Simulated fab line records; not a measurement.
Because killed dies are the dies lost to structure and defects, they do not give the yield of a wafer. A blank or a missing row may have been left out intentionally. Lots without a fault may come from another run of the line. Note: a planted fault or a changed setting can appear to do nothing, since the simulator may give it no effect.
Which tool was responsible? :: flow sky130 :: 12 lots with 36 wafers sampled at 4 steps, on a route of 708 steps

== WHAT THE GAUGES READ, wafer by wafer ==
SKY_PASSIVATION_THK_MEAS_01. Usual: PASSIVATION_CVD_00_THK 89.5 nm, standard deviation 1.2.
lot: L482
measured: day 44 05:41
on: filmMetro-03
PASSIVATION_CVD_00_THK (nm): 88.7 90.1 90.8
flag: 

lot: L483
measured: day 44 11:01
on: filmMetro-02
PASSIVATION_CVD_00_THK (nm): 87.2 88.7 89.4
flag: 

lot: L484
measured: day 45 01:02
on: filmMetro-01
PASSIVATION_CVD_00_THK (nm): 89.7 89.6 89.7
flag: 

lot: L486
measured: day 45 15:31
on: filmMetro-01
PASSIVATION_CVD_00_THK (nm): 89.7 87.1 88.8
flag: 

lot: L489
measured: day 45 22:32
on: filmMetro-03
PASSIVATION_CVD_00_THK (nm): 88.0 88.2 90.7
flag: 

lot: L488
measured: day 45 23:42
on: filmMetro-03
PASSIVATION_CVD_00_THK (nm): 90.6 89.8 90.4
flag: 

lot: L490
measured: day 46 07:24
on: filmMetro-02
PASSIVATION_CVD_00_THK (nm): 87.7 88.3 89.8
flag: 

lot: L495
measured: day 47 15:58
on: filmMetro-02
PASSIVATION_CVD_00_THK (nm): 88.3 90.2 88.8
flag: 

lot: L497
measured: day 47 23:08
on: filmMetro-03
PASSIVATION_CVD_00_THK (nm): 88.8 88.2 89.6
flag: 

lot: L498
measured: day 48 04:31
on: filmMetro-03
PASSIVATION_CVD_00_THK (nm): 88.5 88.9 89.8
flag: 

lot: L503
measured: day 49 05:47
on: filmMetro-02
PASSIVATION_CVD_00_THK (nm): 90.0 89.2 88.5
flag: 

lot: L502
measured: day 49 09:10
on: filmMetro-02
PASSIVATION_CVD_00_THK (nm): 89.9 90.9 91.1
flag: 

== WHICH TOOL RAN EACH LOT (tool, then ch and the chambers of the sampled wafers, then the start) ==
lot: L482
SKY_VIA3_SPUTTER_20: pvdSputter-04, day 40 00:59
SKY_VIA4_STRIP_13: plasmaAsher-03 ch 0,1, day 43 04:10
SKY_METAL5_SOFTBAKE_10: lithoTrack-04 ch 0, day 43 17:52

lot: L483
SKY_VIA3_SPUTTER_20: pvdSputter-02, day 40 06:13
SKY_VIA4_STRIP_13: plasmaAsher-04 ch 0,1, day 43 11:10
SKY_METAL5_SOFTBAKE_10: lithoTrack-04 ch 0, day 43 23:55

lot: L484
SKY_VIA3_SPUTTER_20: pvdSputter-02, day 40 23:04
SKY_VIA4_STRIP_13: plasmaAsher-04 ch 0,1, day 44 00:26
SKY_METAL5_SOFTBAKE_10: lithoTrack-01 ch 0, day 44 13:28

lot: L486
SKY_VIA3_SPUTTER_20: pvdSputter-01, day 41 14:10
SKY_VIA4_STRIP_13: plasmaAsher-01 ch 0,1, day 44 14:58
SKY_METAL5_SOFTBAKE_10: lithoTrack-03 ch 0, day 45 03:25

lot: L489
SKY_VIA3_SPUTTER_20: pvdSputter-02, day 41 21:50
SKY_VIA4_STRIP_13: plasmaAsher-01 ch 0,1, day 44 22:13
SKY_METAL5_SOFTBAKE_10: lithoTrack-03 ch 0, day 45 10:14

lot: L488
SKY_VIA3_SPUTTER_20: pvdSputter-04, day 41 23:53
SKY_VIA4_STRIP_13: plasmaAsher-01 ch 0,1, day 44 23:17
SKY_METAL5_SOFTBAKE_10: lithoTrack-04 ch 0, day 45 11:25

lot: L490
SKY_VIA3_SPUTTER_20: pvdSputter-01, day 42 11:16
SKY_VIA4_STRIP_13: plasmaAsher-04 ch 0,1, day 45 08:56
SKY_METAL5_SOFTBAKE_10: lithoTrack-03 ch 0, day 45 21:17

lot: L495
SKY_VIA3_SPUTTER_20: pvdSputter-02, day 43 21:54
SKY_VIA4_STRIP_13: plasmaAsher-04 ch 0,1, day 46 17:23
SKY_METAL5_SOFTBAKE_10: lithoTrack-04 ch 0, day 47 04:50

lot: L497
SKY_VIA3_SPUTTER_20: pvdSputter-04, day 44 05:26
SKY_VIA4_STRIP_13: plasmaAsher-04 ch 0,1, day 47 00:17
SKY_METAL5_SOFTBAKE_10: lithoTrack-01 ch 0, day 47 12:10

lot: L498
SKY_VIA3_SPUTTER_20: pvdSputter-04, day 44 12:31
SKY_VIA4_STRIP_13: plasmaAsher-04 ch 0,1, day 47 06:29
SKY_METAL5_SOFTBAKE_10: lithoTrack-04 ch 0, day 47 18:41

lot: L503
SKY_VIA3_SPUTTER_20: pvdSputter-01, day 45 17:59
SKY_VIA4_STRIP_13: plasmaAsher-04 ch 0,1, day 48 09:40
SKY_METAL5_SOFTBAKE_10: lithoTrack-01 ch 0, day 48 19:44

lot: L502
SKY_VIA3_SPUTTER_20: pvdSputter-02, day 45 20:51
SKY_VIA4_STRIP_13: plasmaAsher-04 ch 0,1, day 48 11:43
SKY_METAL5_SOFTBAKE_10: lithoTrack-01 ch 0, day 48 22:14
- SKY_VIA3_SPUTTER_20: material TiN, target thk 20 nm, time 80 s.
- SKY_VIA4_STRIP_13: strips in O2/N2.
- SKY_METAL5_SOFTBAKE_10: time 60 s.

== WHAT THE TOOLS THEMSELVES READ (means of the sampled wafers that have a number; where no wafer has one, the mark that the record gives instead) ==
SKY_VIA3_SPUTTER_20. Usual: chamberPressurePa 5.000 Pa, standard deviation 0.0099; throttleValvePct 29.9 %, standard deviation 0.99.
lot: L482
tool: pvdSputter-04
chamberPressurePa (Pa): 4.997
throttleValvePct (%): 29.5
flag: 

lot: L483
tool: pvdSputter-02
chamberPressurePa (Pa): 4.996
throttleValvePct (%): 30.2
flag: 

lot: L484
tool: pvdSputter-02
chamberPressurePa (Pa): 4.992
throttleValvePct (%): 30.0
flag: 

lot: L486
tool: pvdSputter-01
chamberPressurePa (Pa): 5.011
throttleValvePct (%): 31.0
flag: 

lot: L489
tool: pvdSputter-02
chamberPressurePa (Pa): 5.001
throttleValvePct (%): 30.1
flag: 

lot: L488
tool: pvdSputter-04
chamberPressurePa (Pa): 5.002
throttleValvePct (%): 29.5
flag: 

lot: L490
tool: pvdSputter-01
chamberPressurePa (Pa): 4.995
throttleValvePct (%): 29.7
flag: 

lot: L495
tool: pvdSputter-02
chamberPressurePa (Pa): 5.011
throttleValvePct (%): 30.4
flag: 

lot: L497
tool: pvdSputter-04
chamberPressurePa (Pa): 4.994
throttleValvePct (%): 29.5
flag: 

lot: L498
tool: pvdSputter-04
chamberPressurePa (Pa): 5.003
throttleValvePct (%): 29.6
flag: 

lot: L503
tool: pvdSputter-01
chamberPressurePa (Pa): 5.002
throttleValvePct (%): 30.1
flag: 

lot: L502
tool: pvdSputter-02
chamberPressurePa (Pa): 4.995
throttleValvePct (%): 29.7
flag: 

SKY_VIA4_STRIP_13. Usual: drypumpMotorCurrentA 5.5 A, standard deviation 0.48; oesProductAu 0.710 a.u., standard deviation 0.0042; stripTimeToEndpointS 12.79 s, standard deviation 0.034.
lot: L482
tool: plasmaAsher-03
drypumpMotorCurrentA (A): 6.2
oesProductAu (a.u.): 0.709
stripTimeToEndpointS (s): 12.76
flag: 

lot: L483
tool: plasmaAsher-04
drypumpMotorCurrentA (A): 5.2
oesProductAu (a.u.): 0.711
stripTimeToEndpointS (s): 12.84
flag: 

lot: L484
tool: plasmaAsher-04
drypumpMotorCurrentA (A): 5.2
oesProductAu (a.u.): 0.708
stripTimeToEndpointS (s): 12.74
flag: 

lot: L486
tool: plasmaAsher-01
drypumpMotorCurrentA (A): 5.3
oesProductAu (a.u.): 0.714
stripTimeToEndpointS (s): 12.80
flag: 

lot: L489
tool: plasmaAsher-01
drypumpMotorCurrentA (A): 5.3
oesProductAu (a.u.): 0.709
stripTimeToEndpointS (s): 12.77
flag: 

lot: L488
tool: plasmaAsher-01
drypumpMotorCurrentA (A): 5.3
oesProductAu (a.u.): 0.713
stripTimeToEndpointS (s): 12.79
flag: 

lot: L490
tool: plasmaAsher-04
drypumpMotorCurrentA (A): 5.2
oesProductAu (a.u.): 0.711
stripTimeToEndpointS (s): 12.81
flag: 

lot: L495
tool: plasmaAsher-04
drypumpMotorCurrentA (A): 5.2
oesProductAu (a.u.): 0.712
stripTimeToEndpointS (s): 12.79
flag: 

lot: L497
tool: plasmaAsher-04
drypumpMotorCurrentA (A): 5.2
oesProductAu (a.u.): 0.712
stripTimeToEndpointS (s): 12.79
flag: 

lot: L498
tool: plasmaAsher-04
drypumpMotorCurrentA (A): 5.2
oesProductAu (a.u.): 0.712
stripTimeToEndpointS (s): 12.77
flag: 

lot: L503
tool: plasmaAsher-04
drypumpMotorCurrentA (A): 5.2
oesProductAu (a.u.): 0.711
stripTimeToEndpointS (s): 12.77
flag: 

lot: L502
tool: plasmaAsher-04
drypumpMotorCurrentA (A): 5.2
oesProductAu (a.u.): 0.713
stripTimeToEndpointS (s): 12.79
flag: 

SKY_METAL5_SOFTBAKE_10. Usual: heaterPowerTotalW 56.60 W, standard deviation 0.044; plateTempC 89.99 C, standard deviation 0.12; resistLineTempC 22.99 C, standard deviation 0.11.
lot: L482
tool: lithoTrack-04
heaterPowerTotalW (W): 56.54
plateTempC (C): 89.92
resistLineTempC (C): 22.92
flag: 

lot: L483
tool: lithoTrack-04
heaterPowerTotalW (W): 56.61
plateTempC (C): 89.98
resistLineTempC (C): 22.80
flag: 

lot: L484
tool: lithoTrack-01
heaterPowerTotalW (W): 56.61
plateTempC (C): 89.94
resistLineTempC (C): 23.00
flag: 

lot: L486
tool: lithoTrack-03
heaterPowerTotalW (W): 56.62
plateTempC (C): 89.92
resistLineTempC (C): 23.02
flag: 

lot: L489
tool: lithoTrack-03
heaterPowerTotalW (W): 56.61
plateTempC (C): 89.99
resistLineTempC (C): 23.11
flag: 

lot: L488
tool: lithoTrack-04
heaterPowerTotalW (W): 56.62
plateTempC (C): 90.03
resistLineTempC (C): 23.09
flag: 

lot: L490
tool: lithoTrack-03
heaterPowerTotalW (W): 56.58
plateTempC (C): 90.03
resistLineTempC (C): 23.03
flag: 

lot: L495
tool: lithoTrack-04
heaterPowerTotalW (W): 57.72
plateTempC (C): 91.30
resistLineTempC (C): 22.80
flag: OFF

lot: L497
tool: lithoTrack-01
heaterPowerTotalW (W): 56.60
plateTempC (C): 89.94
resistLineTempC (C): 23.00
flag: 

lot: L498
tool: lithoTrack-04
heaterPowerTotalW (W): 57.71
plateTempC (C): 91.24
resistLineTempC (C): 23.03
flag: OFF

lot: L503
tool: lithoTrack-01
heaterPowerTotalW (W): 56.60
plateTempC (C): 89.91
resistLineTempC (C): 22.97
flag: 

lot: L502
tool: lithoTrack-01
heaterPowerTotalW (W): 56.61
plateTempC (C): 89.98
resistLineTempC (C): 22.91
flag: 

== THE ANSWER, worked out from the rows above alone ==
Rule: a lot counts as off when the mean over its wafers that have a number is more than 3 standard deviations away from the usual mean. A lot without any number at a reading at which 4 lots or more have one is off too. The other lots that the step has rows for count as sound. The gauges are gone through in route order, then the tools' own readings, and for those a lot's mean is taken as printed above. The first step at which some lot is off is used, and at that step the reading that is off furthest; a lot without a number counts as furthest.
Off: L495, L498 (SKY_METAL5_SOFTBAKE_10, heaterPowerTotalW).
If a tool, at that step or one of the process steps before it, ran each lot that is off and ran no sound lot following the first of them, it fits. One fits: lithoTrack-04 at SKY_METAL5_SOFTBAKE_10. A fault onset in the window from L488 (day 45 11:25, its last sound lot) to L495 (day 47 04:50, its first lot off) fits.
The tool's own readings at SKY_METAL5_SOFTBAKE_10 bear it out: on the lots that are off they differ by more than 5 times the standard deviation of the sound lots' means. heaterPowerTotalW reads 57.72 W there against 56.60 W on the sound lots; plateTempC reads 91.27 C there against 89.96 C on the sound lots.

== WHAT THE SIMULATOR HAD PUT IN ==
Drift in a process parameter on lithoTrack-04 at SKY_METAL5_SOFTBAKE_10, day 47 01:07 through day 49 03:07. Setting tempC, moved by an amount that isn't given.
Shown lots that were struck: L495, L498. This agrees with what the rule above found.
